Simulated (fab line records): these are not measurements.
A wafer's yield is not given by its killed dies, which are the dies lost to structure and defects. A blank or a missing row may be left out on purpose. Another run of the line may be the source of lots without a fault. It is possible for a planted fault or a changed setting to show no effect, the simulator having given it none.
fab line records	flow sky130
record lots=14	wafers=42	lastDay=50
route steps=708 shown NWELL@78 VT_ADJUST_LVTN@115 VT_ADJUST_NCORE@129 RES_PROTECT@211
lots that met no fault: taken from a fault-free run of the same line
startH: hours from the record's first day to the start of the lot's first wafer shown	waitH: hours elapsed since this lot's preceding step	" same as the row above	L1.1+2: a single row standing in for several wafers	- either no value or no given start	* or withheld: withheld	< > ~ a bound
route shown NAME@n: names a module that has steps shown in the file, with the first one's number in the route	usual: mean/standard deviation of fault-free wafers	same: alike in all rows	chamber/n: place in a boat	sites: per-site readings	_std_site: standard deviation across them	_edge_site: the outer-site mean with the inner-site mean subtracted	radiusMm: for every site, how far away it sits from the centre of the wafer	mask NAME#n: copy n	behind: tool/chamber where the wafer was last shaped	hold: why the lot was held/for how many hours/how that ended	device: transistor that didn't switch, given as n, p or np	end of line: the same wafers' tests at the end of the route	step lacking rows: just its recipe	killed: the dies lost at the first sort to structure and to defects; this is not the yield of the wafer	map: shows each die of a wafer: x if killed, . if not, _ if none is there
set.NAME: the setting that was run; set.NAME@STEP: the one run at that earlier step	model.NAME: the simulator's own value behind a step, which no gauge read
the route's steps for a sample of lots (tables are steps, rows are wafers)
services: the hour from which a tool's chamber was out of use, counted from the record's first day as startH (under 0 if before that day), plus the number of hours and why
## steps
# step SKY_NWELL_STRIP_25
# recipe chemistry=O2/N2	powerW=1400	pressureMtorr=1500	platenTempC=withheld	o2FlowSccm=3000	n2FlowSccm=300	overashFraction=0.5
# usual chamberPressureMTorr=1500.0/1.6	drypumpMotorCurrentA=5.9/0.52	oesProductAu=0.722/0.0044	stripTimeToEndpointS=36.97/0.1
lot.wafer	tool	chamber	startH	waitH	chamberPressureMTorr	drypumpMotorCurrentA	oesProductAu	rfHoursCounterH	stripTimeToEndpointS
L825.4	plasmaAsher-03	0	104.07	0.1	1501.9	5.5	0.727	-	37.03
L825.5	"	1	"	"	1500.7	6.5	0.724	-	37.02
L825.6	"	0	"	"	1500.4	5.5	0.721	-	37.00
L826.4	plasmaAsher-03	0	111.27	0.1	1501.1	5.5	0.732	-	36.88
L826.5	"	0	"	"	1500.3	5.5	0.726	-	37.00
L826.6	"	1	"	"	1501.7	6.5	0.724	-	37.03
L827.3	plasmaAsher-03	0	118.86	0.1	1499.9	5.5	0.718	-	36.82
L827.4	"	1	"	"	1499.4	6.5	0.726	-	36.92
L827.6	"	1	"	"	1501.1	6.5	0.723	-	36.91
L830.2	plasmaAsher-04	1	134.97	0.1	1503.6	5.1	0.724	48	36.85
L830.3	"	1	"	"	1501.5	5.1	0.718	-	36.86
L830.6	"	0	"	"	1500.0	6.1	0.713	-	36.90
L832.1	plasmaAsher-03	1	145.41	0.1	1499.7	6.5	0.724	27	37.04
L832.2	"	0	"	"	1499.1	5.5	0.723	27	36.98
L832.6	"	1	"	"	1499.0	6.5	0.726	-	36.96
L833.1	plasmaAsher-04	1	153.82	0.1	1502.1	5.1	0.722	49	37.04
L833.3	"	0	"	"	1501.5	6.1	0.720	-	37.00
L833.6	"	0	"	"	1501.4	6.2	0.725	-	36.92
L835.1	plasmaAsher-04	0	158.91	0.1	1497.9	6.2	0.724	50	37.27
L835.3	"	1	"	"	1499.5	5.1	0.728	-	37.28
L835.6	"	0	"	"	1500.1	6.2	0.722	-	37.04
L836.1	plasmaAsher-02	1	170.22	0.1	1497.3	6.5	0.722	50	36.96
L836.2	"	0	"	"	1499.6	5.4	0.716	50	36.98
L836.6	"	0	"	"	1499.4	5.4	0.726	-	36.82
L838.3	plasmaAsher-03	1	181.77	0.1	1502.0	6.5	0.725	-	36.88
L838.5	"	1	"	"	1500.1	6.5	0.721	-	36.99
L838.6	"	0	"	"	1497.0	5.5	0.715	-	36.99
L840.2	plasmaAsher-03	0	195.09	0.1	1496.6	5.5	0.725	29	36.78
L840.4	"	0	"	"	1499.1	5.5	0.723	-	36.80
L840.6	"	0	"	"	1498.4	5.5	0.726	-	36.76
L843.1	plasmaAsher-02	0	219.92	0.1	1501.9	5.5	0.728	54	36.95
L843.3	"	1	"	"	1500.4	6.4	0.724	-	37.05
L843.4	"	0	"	"	1500.6	5.5	0.722	-	36.97
L846.1	plasmaAsher-03	1	246.57	0.1	1499.5	6.5	0.721	35	37.10
L846.4	"	0	"	"	1499.7	5.5	0.720	-	37.22
L846.5	"	0	"	"	1499.1	5.5	0.724	-	37.19
L848.1	plasmaAsher-04	1	249.11	0.1	1500.1	5.1	0.721	60	36.86
L848.3	"	1	"	"	1499.0	5.2	0.723	-	36.92
L848.5	"	1	"	"	1500.4	5.1	0.723	-	36.91
L847.3	plasmaAsher-02	0	254.12	0.1	1501.7	5.4	0.714	-	36.86
L847.4	"	1	"	"	1499.6	6.4	0.721	-	36.87
L847.5	"	0	"	"	1499.4	5.4	0.717	-	36.93
# step SKY_VT_ADJUST_LVTN_OVL_MEAS_18
# usual VT_ADJUST_LVTN_01_OVL=0.4/1.5
lot.wafer	tool	chamber	startH	waitH	VT_ADJUST_LVTN_01_OVL[nm]
L825.4	overlay-01	-	160.29	0.1	1.4
L825.5	"	-	"	"	2.3
L825.6	"	-	"	"	2.0
L826.4	overlay-01	-	168.14	0.1	1.7
L826.5	"	-	"	"	1.5
L826.6	"	-	"	"	1.9
L827.3	overlay-02	-	177.08	0.1	0.6
L827.4	"	-	"	"	1.5
L827.6	"	-	"	"	-1.1
L830.2	overlay-01	-	196.38	0.1	-1.2
L830.3	"	-	"	"	-0.4
L830.6	"	-	"	"	-0.4
L832.1	overlay-01	-	209.02	0.1	0.1
L832.2	"	-	"	"	1.0
L832.6	"	-	"	"	1.3
L833.1	overlay-02	-	216.67	0.1	0.0
L833.3	"	-	"	"	-1.0
L833.6	"	-	"	"	-0.2
L835.1	overlay-02	-	222.92	0.1	-1.5
L835.3	"	-	"	"	-1.7
L835.6	"	-	"	"	0.9
L836.1	overlay-02	-	236.07	0.1	1.2
L836.2	"	-	"	"	0.1
L836.6	"	-	"	"	2.7
L838.3	overlay-01	-	249.10	0.1	0.2
L838.5	"	-	"	"	0.1
L838.6	"	-	"	"	0.0
L840.2	overlay-01	-	262.43	0.1	0.7
L840.4	"	-	"	"	-0.3
L840.6	"	-	"	"	-0.6
L843.1	overlay-01	-	290.99	0.1	-1.3
L843.3	"	-	"	"	0.9
L843.4	"	-	"	"	-1.3
L846.1	overlay-01	-	319.97	0.1	-1.8
L846.4	"	-	"	"	1.0
L846.5	"	-	"	"	-0.4
L848.1	overlay-02	-	323.74	0.1	-0.2
L848.3	"	-	"	"	-0.2
L848.5	"	-	"	"	-0.5
L847.3	overlay-02	-	328.48	0.1	1.8
L847.4	"	-	"	"	-0.8
L847.5	"	-	"	"	-1.0
# step SKY_VT_ADJUST_NCORE_STRIP_10
# recipe chemistry=O2/N2	powerW=1400	pressureMtorr=1500	platenTempC=withheld	o2FlowSccm=3000	n2FlowSccm=300	overashFraction=0.5
# usual chamberPressureMTorr=1499.8/1.4	drypumpMotorCurrentA=6.0/0.47	oesProductAu=0.715/0.0043	stripTimeToEndpointS=14.282/0.03
lot.wafer	tool	chamber	startH	waitH	chamberPressureMTorr	drypumpMotorCurrentA	oesProductAu	rfHoursCounterH	stripTimeToEndpointS
L825.4	plasmaAsher-01	1	181.12	0.1	1500.1	6.4	0.712	-	14.292
L825.5	"	0	"	"	1498.0	5.5	0.722	-	14.335
L825.6	"	1	"	"	1500.2	6.4	0.712	-	14.321
L826.4	plasmaAsher-01	0	189.97	0.1	1500.4	5.5	0.719	-	14.292
L826.5	"	0	"	"	1498.1	5.5	0.714	-	14.278
L826.6	"	1	"	"	1500.5	6.4	0.723	-	14.247
L827.3	plasmaAsher-03	1	199.41	0.1	1497.7	6.5	0.719	-	14.274
L827.4	"	0	"	"	1496.4	5.5	0.712	-	14.283
L827.6	"	1	"	"	1500.1	6.5	0.719	-	14.288
L830.2	plasmaAsher-02	0	217.03	0.1	1501.3	5.5	0.709	54	14.241
L830.3	"	0	"	"	1499.4	5.4	0.715	-	14.192
L830.6	"	0	"	"	1503.0	5.4	0.716	-	14.204
L832.1	plasmaAsher-01	1	231.48	0.1	1501.2	6.4	0.723	12	14.255
L832.2	"	0	"	"	1499.8	5.5	0.712	12	14.283
L832.6	"	0	"	"	1500.9	5.5	0.709	-	14.284
L833.1	plasmaAsher-02	1	240.03	0.1	1499.4	6.4	0.714	56	14.337
L833.3	"	1	"	"	1499.2	6.4	0.711	-	14.274
L833.6	"	0	"	"	1499.4	5.4	0.717	-	14.280
L835.1	plasmaAsher-02	1	245.83	0.1	1500.1	6.4	0.717	56	14.303
L835.3	"	0	"	"	1497.0	5.4	0.716	-	14.276
L835.6	"	0	"	"	1500.3	5.5	0.717	-	14.272
L836.1	plasmaAsher-03	1	259.48	0.1	1500.0	6.5	0.720	36	14.281
L836.2	"	0	"	"	1501.8	5.5	0.710	36	14.255
L836.6	"	1	"	"	1501.5	6.5	0.717	-	14.300
L838.3	plasmaAsher-02	0	272.29	0.1	1500.2	5.4	0.722	-	14.277
L838.5	"	0	"	"	1498.2	5.4	0.712	-	14.248
L838.6	"	1	"	"	1501.4	6.4	0.715	-	14.289
L840.2	plasmaAsher-01	1	286.28	0.1	1496.5	6.4	0.714	17	14.280
L840.4	"	1	"	"	1499.8	6.4	0.712	-	14.273
L840.6	"	0	"	"	1498.4	5.5	0.711	-	14.297
L843.1	plasmaAsher-01	1	317.18	0.1	1498.3	6.4	0.717	20	14.307
L843.3	"	1	"	"	1499.8	6.5	0.719	-	14.272
L843.4	"	0	"	"	1498.3	5.5	0.707	-	14.323
L846.1	plasmaAsher-01	1	346.38	0.1	1497.7	6.4	0.725	24	14.253
L846.4	"	1	"	"	1500.2	6.4	0.711	-	14.221
L846.5	"	0	"	"	1498.7	5.5	0.708	-	14.212
L848.1	plasmaAsher-01	0	350.68	0.1	1499.0	5.5	0.715	24	14.327
L848.3	"	1	"	"	1498.8	6.4	0.721	-	14.323
L848.5	"	0	"	"	1500.9	5.5	0.709	-	14.282
L847.3	plasmaAsher-01	0	355.04	0.1	1498.7	5.5	0.714	-	14.288
L847.4	"	1	"	"	1499.5	6.4	0.719	-	14.288
L847.5	"	0	"	"	1497.8	5.5	0.708	-	14.284
# step SKY_RES_PROTECT_PEB_05
# recipe tempC=withheld	timeS=*	resist=NOVOLAK
# usual chillPlateTempC=*	exhaustPa=45.0/0.92
lot.wafer	tool	chamber	startH	waitH	chillPlateTempC	exhaustPa
L825.4	lithoTrack-03	0	349.66	-	*	46.3
L825.5	"	0	"	"	*	43.9
L825.6	"	0	"	"	*	44.8
L826.4	lithoTrack-03	0	349.96	-	*	45.7
L826.5	"	0	"	"	*	45.4
L826.6	"	0	"	"	*	46.0
L827.3	lithoTrack-02	0	359.32	-	*	45.0
L827.4	"	0	"	"	*	45.4
L827.6	"	0	"	"	*	46.9
L830.2	lithoTrack-02	0	376.19	-	*	44.1
L830.3	"	0	"	"	*	43.9
L830.6	"	0	"	"	*	43.0
L832.1	lithoTrack-03	0	393.39	-	*	44.8
L832.2	"	0	"	"	*	45.2
L832.6	"	0	"	"	*	43.7
L833.1	lithoTrack-02	0	408.77	-	*	44.4
L833.3	"	0	"	"	*	44.6
L833.6	"	0	"	"	*	45.2
L835.1	lithoTrack-01	0	415.15	-	*	44.7
L835.3	"	0	"	"	*	44.6
L835.6	"	0	"	"	*	43.9
L836.1	lithoTrack-02	0	426.07	-	*	44.5
L836.2	"	0	"	"	*	44.4
L836.6	"	0	"	"	*	45.0
L838.3	lithoTrack-03	0	449.14	-	*	45.0
L838.5	"	0	"	"	*	45.6
L838.6	"	0	"	"	*	46.5
L840.2	lithoTrack-01	0	469.57	-	*	45.9
L840.4	"	0	"	"	*	46.4
L840.6	"	0	"	"	*	44.1
L843.1	lithoTrack-01	0	509.15	-	*	45.7
L843.3	"	0	"	"	*	45.3
L843.4	"	0	"	"	*	44.8
L846.1	lithoTrack-02	-	536.02	-	-	-
L846.4	"	-	"	"	-	-
L846.5	"	-	"	"	-	-
L848.1	lithoTrack-02	0	538.32	-	*	45.9
L848.3	"	0	"	"	*	45.2
L848.5	"	0	"	"	*	45.5
L847.3	lithoTrack-03	-	543.48	-	-	-
L847.4	"	-	"	"	-	-
L847.5	"	-	"	"	-	-
## services
tool	chamber	startH	hours	kind
plasmaAsher-01	-	108.75	9.0	pm
plasmaAsher-01	0	108.75	9.0	ventCycle
plasmaAsher-01	1	108.75	9.0	ventCycle
plasmaAsher-01	0	117.75	-	clean
plasmaAsher-01	1	117.75	-	clean
plasmaAsher-04	-	147.06	3.0	repair
plasmaAsher-03	-	150.54	28.1	pm
plasmaAsher-02	-	176.08	14.5	repair
plasmaAsher-02	-	338.39	8.6	repair
plasmaAsher-01	-	341.42	1.0	repair
plasmaAsher-02	-	370.82	0.4	repair
plasmaAsher-02	-	380.90	2.1	repair
lithoTrack-01	-	413.63	-	consumableReplace:filter
plasmaAsher-04	-	421.25	9.0	pm
plasmaAsher-04	0	421.25	9.0	ventCycle
plasmaAsher-04	1	421.25	9.0	ventCycle
plasmaAsher-04	0	430.25	-	clean
plasmaAsher-04	1	430.25	-	clean
plasmaAsher-03	-	444.06	14.6	pm
plasmaAsher-02	-	475.71	2.8	repair
plasmaAsher-03	-	480.51	2.8	pm
plasmaAsher-04	-	500.80	1.5	repair
plasmaAsher-02	-	532.22	3.3	repair
plasmaAsher-04	-	543.02	10.0	pm
## key
firstSign step=SKY_RES_PROTECT_PEB_05	reading=toolRecord	direction=missing
effect none on later readings
metAt SKY_RES_PROTECT_PEB_05
struckLots L846,L847
sortLeftOut L846.1,L846.4,L846.5,L847.3,L847.4,L847.5
testerLeftOut L846,L847
notActingAt SKY_NWELL_STRIP_25,SKY_VT_ADJUST_LVTN_OVL_MEAS_18,SKY_VT_ADJUST_NCORE_STRIP_10
onsetBetween 449.14 536.02
fault kind=skippedStepWhole	tool=lithoTrack-02,lithoTrack-03	chamber=-	onsetH=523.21	steps=SKY_RES_PROTECT_PEB_05	scope=struckLotsOnly
# testerLeftOut: of these lots the tester's yield and bins aren't shown, on N5 and GAA mostly nor the transistor test; their killed dies are dies lost to structure and defects alone, not to doping, threshold or leakage, so they don't give the yield
# sortLeftOut: the simulated sort isn't trusted on such a fault, so these wafers' sort isn't shown, and their yield isn't known
